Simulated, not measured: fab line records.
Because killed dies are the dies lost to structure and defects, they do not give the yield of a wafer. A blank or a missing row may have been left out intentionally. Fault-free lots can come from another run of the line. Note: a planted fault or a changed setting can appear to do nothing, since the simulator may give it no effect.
One fault seen from 2 desks | flow gf180mcu | only its own numbers are on each desk; what lay behind them is given at the end

AT THE METROLOGY DESK
Lot by lot, what the gauges showed, no matter which tool ran the lot: averages of those sampled wafers that carry a number. The brackets show how far a lot's mean lies from the usual mean; more than 4 standard deviations puts the lot out of limits, marked OUT.
Columns: A = cd-nm at GF_M5_CD_MEAS_07, usual 280.4 nm
lot  | first seen here | A
L520 | day 25 23:42    | 281.1
L521 | day 26 09:20    | 280.0
L524 | day 27 19:33    | 279.5
L526 | day 28 09:23    | 282.7
L527 | day 28 20:46    | 280.4
L528 | day 28 23:34    | 280.5
L529 | day 29 02:43    | 279.0
L532 | day 30 02:39    | 280.1
L534 | day 30 11:13    | 281.2
L535 | day 30 19:37    | 281.6
L540 | day 32 04:22    | 280.9
Result from this desk: across the 11 lots, nothing is out of limits.

AT THE TOOL OWNER'S DESK: rie-metal-04
The tool's own readings at GF_M5_METAL_ETCH_10 (etches the open film in Cl2/BCl3, stops on SiO2, target depth 627.5 nm, time 104.6 s): means of the sampled wafers that have a number, for each lot that ran on this tool. The brackets show how far a lot's mean lies from the usual mean; more than 4 standard deviations puts the lot out of limits, marked OUT.
Columns: A = drypump-motor-current-A at GF_M5_METAL_ETCH_10, usual 5.7 A; B = oes-product-au at GF_M5_METAL_ETCH_10, usual 0.972 a.u.; C = rf-fwd-power-W at GF_M5_METAL_ETCH_10, usual 795.1 W; D = throttle-valve-pct at GF_M5_METAL_ETCH_10, usual 28.250 %
lot  | first seen here | A   | B     | C     | D
L528 | day 28 23:43    | 5.7 | 0.985 | 796.9 | 28.247
L529 | day 29 02:54    | 5.7 | 0.968 | 794.5 | 28.260
L532 | day 30 02:50    | 5.7 | 0.973 | 797.9 | 28.242
L535 | day 30 19:48    | 5.7 | 0.976 | 795.8 | 28.241
Result from this desk: across the 4 lots, nothing is out of limits.

BROUGHT TOGETHER
At the metrology desk, nothing out of limits was observed.
The tool owner's desk saw nothing out of limits.

WHAT THE SIMULATOR HAD PUT IN
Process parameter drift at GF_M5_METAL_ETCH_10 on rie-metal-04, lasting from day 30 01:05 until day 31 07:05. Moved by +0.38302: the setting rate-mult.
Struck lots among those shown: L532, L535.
